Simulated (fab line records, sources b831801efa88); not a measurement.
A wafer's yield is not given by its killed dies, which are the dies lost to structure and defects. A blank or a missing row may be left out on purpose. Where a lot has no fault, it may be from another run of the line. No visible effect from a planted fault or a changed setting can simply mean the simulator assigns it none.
Which tool did it? | flow sky130 | 10 lots, 30 wafers sampled, at 5 steps of a route of 708

## WHAT THE GAUGES READ, wafer by wafer
SKY_METAL2_RS_MEAS_05: measurement is done with a four-point probe.
lot  | measured     | on           | METAL2_ALCU_RS (ohm/sq)
L568 | day 35 02:14 | filmMetro-04 | 0.1218 0.1258 0.1241
L572 | day 36 14:11 | filmMetro-01 | 0.1284 0.1264 0.1268
L574 | day 37 01:14 | filmMetro-04 | 0.1242 0.1277 0.1265
L575 | day 37 07:56 | filmMetro-04 | 0.1270 0.1262 0.1275
L576 | day 38 05:44 | filmMetro-02 | 0.1251 0.1259 0.1264
L581 | day 39 06:35 | filmMetro-02 | 0.1093 0.1277 0.1090 0.1091 0.1276 0.1089
L582 | day 39 10:20 | filmMetro-04 | 0.1274 0.1096 0.1093 0.1273 0.1095 0.1091
L583 | day 39 21:32 | filmMetro-01 | 0.1255 0.1236 0.1238
L588 | day 41 14:49 | filmMetro-01 | 0.1254 0.1255 0.1248
L587 | day 41 15:29 | filmMetro-01 | 0.1273 0.1271 0.1272

SKY_METAL2_THK_MEAS_06: measures by xrf.
lot  | measured     | on           | METAL2_ALCU_THK (nm)
L568 | day 35 02:20 | filmMetro-04 | 261 255 259
L572 | day 36 14:19 | filmMetro-01 | 252 255 255
L574 | day 37 01:22 | filmMetro-04 | 255 252 254
L575 | day 37 08:04 | filmMetro-04 | 253 255 252
L576 | day 38 05:52 | filmMetro-02 | 252 253 253
L581 | day 39 15:08 | filmMetro-02 | 294 249 291 295 252 293
L582 | day 39 12:59 | filmMetro-04 | 254 293 295 254 290 294
L583 | day 39 21:39 | filmMetro-01 | 258 258 259
L588 | day 41 14:55 | filmMetro-01 | 257 258 257
L587 | day 41 15:36 | filmMetro-01 | 255 253 253

## TOOL THAT RAN EACH LOT (tool first, then ch and the chambers of the sampled wafers, then the start)
lot  | SKY_VIA1_SPUTTER_20         | SKY_METAL2_SPUTTER_02       | SKY_METAL2_SPUTTER_03
L568 | pvdSputter-03, day 35 01:26 | pvdSputter-01, day 35 02:07 | pvdSputter-01, day 35 02:08
L572 | pvdSputter-01, day 36 13:25 | pvdSputter-04, day 36 14:06 | pvdSputter-04, day 36 14:08
L574 | pvdSputter-01, day 37 00:28 | pvdSputter-04, day 37 01:09 | pvdSputter-04, day 37 01:10
L575 | pvdSputter-03, day 37 07:10 | pvdSputter-04, day 37 07:51 | pvdSputter-04, day 37 07:52
L576 | pvdSputter-01, day 38 04:58 | pvdSputter-04, day 38 05:39 | pvdSputter-04, day 38 05:40
L581 | pvdSputter-03, day 39 05:49 | pvdSputter-04, day 39 06:29 | pvdSputter-04, day 39 06:31
L582 | pvdSputter-03, day 39 09:34 | pvdSputter-04, day 39 10:15 | pvdSputter-04, day 39 10:16
L583 | pvdSputter-03, day 39 20:46 | pvdSputter-01, day 39 21:26 | pvdSputter-01, day 39 21:28
L588 | pvdSputter-04, day 41 14:01 | pvdSputter-01, day 41 14:41 | pvdSputter-01, day 41 14:43
L587 | pvdSputter-03, day 41 14:43 | pvdSputter-02, day 41 15:23 | pvdSputter-02, day 41 15:25
- SKY_VIA1_SPUTTER_20: material TiN, target thk 20 nm, time 80 s.
- SKY_METAL2_SPUTTER_02: material AlCu, target thk 250 nm, time 13.3 s.
- SKY_METAL2_SPUTTER_03: material Ti, target thk 5 nm, time 3.3 s.

## WHAT THE TOOLS THEMSELVES READ (means of the sampled wafers that have a number; where no wafer has one, the mark that the record gives instead)
SKY_VIA1_SPUTTER_20.
lot  | tool          | throttleValvePct (%)
L568 | pvdSputter-03 | 29.7
L572 | pvdSputter-01 | 30.4
L574 | pvdSputter-01 | 31.6
L575 | pvdSputter-03 | 30.3
L576 | pvdSputter-01 | 30.7
L581 | pvdSputter-03 | 29.3
L582 | pvdSputter-03 | 30.2
L583 | pvdSputter-03 | 29.3
L588 | pvdSputter-04 | 29.2
L587 | pvdSputter-03 | 30.1

SKY_METAL2_SPUTTER_02.
lot  | tool          | throttleValvePct (%)
L568 | pvdSputter-01 | 29.9
L572 | pvdSputter-04 | 29.8
L574 | pvdSputter-04 | 29.1
L575 | pvdSputter-04 | 30.9
L576 | pvdSputter-04 | 30.0
L581 | pvdSputter-04 | 30.6
L582 | pvdSputter-04 | 29.8
L583 | pvdSputter-01 | 29.4
L588 | pvdSputter-01 | 30.7
L587 | pvdSputter-02 | 28.8

SKY_METAL2_SPUTTER_03.
lot  | tool          | throttleValvePct (%)
L568 | pvdSputter-01 | 29.7
L572 | pvdSputter-04 | 30.0
L574 | pvdSputter-04 | 29.5
L575 | pvdSputter-04 | 30.9
L576 | pvdSputter-04 | 30.2
L581 | pvdSputter-04 | 30.5
L582 | pvdSputter-04 | 30.0
L583 | pvdSputter-01 | 29.4
L588 | pvdSputter-01 | 30.7
L587 | pvdSputter-02 | 28.9

## THE ANSWER, worked out from the rows above alone
Rule: the usual values come from the lots themselves. Put in order of their means at a reading, lots are off if they are a third of the lots or fewer, leave a main group of 4 or more, and stand apart from it by a gap of 3 or more times the standard deviation of the main group's means; of several such gaps the widest counts. The tables above print the reading to a certain number of digits; a main group whose means all agree to those digits is not used. Also off: a lot with no number at a reading for which 4 or more lots have one. Where the step has rows for the other lots, those lots are counted as sound. After the gauges, taken in route order, come the tools' own readings; for these a lot's mean is taken, as printed above. At the first step where some lot is off, the reading lying furthest off is the one used; lots without a number count as furthest.
Off: L581, L582, at SKY_METAL2_RS_MEAS_05 (METAL2_ALCU_RS). Mean 0.1258 ohm/sq and standard deviation 0.0012 in the main group.
A tool fits if, at a process step before that reading, it ran every lot that is off, and no sound lot after the first of them. Gauges at SKY_METAL2_RS_MEAS_05: tried the same way as those tools. One fits: pvdSputter-04 at SKY_METAL2_SPUTTER_02 and SKY_METAL2_SPUTTER_03. At SKY_METAL2_SPUTTER_02 its last sound lot is L576 (day 38 05:39), its first lot that is off L581 (day 39 06:29): a fault that began between those two fits.

## WHAT WAS PUT IN BY THE SIMULATOR
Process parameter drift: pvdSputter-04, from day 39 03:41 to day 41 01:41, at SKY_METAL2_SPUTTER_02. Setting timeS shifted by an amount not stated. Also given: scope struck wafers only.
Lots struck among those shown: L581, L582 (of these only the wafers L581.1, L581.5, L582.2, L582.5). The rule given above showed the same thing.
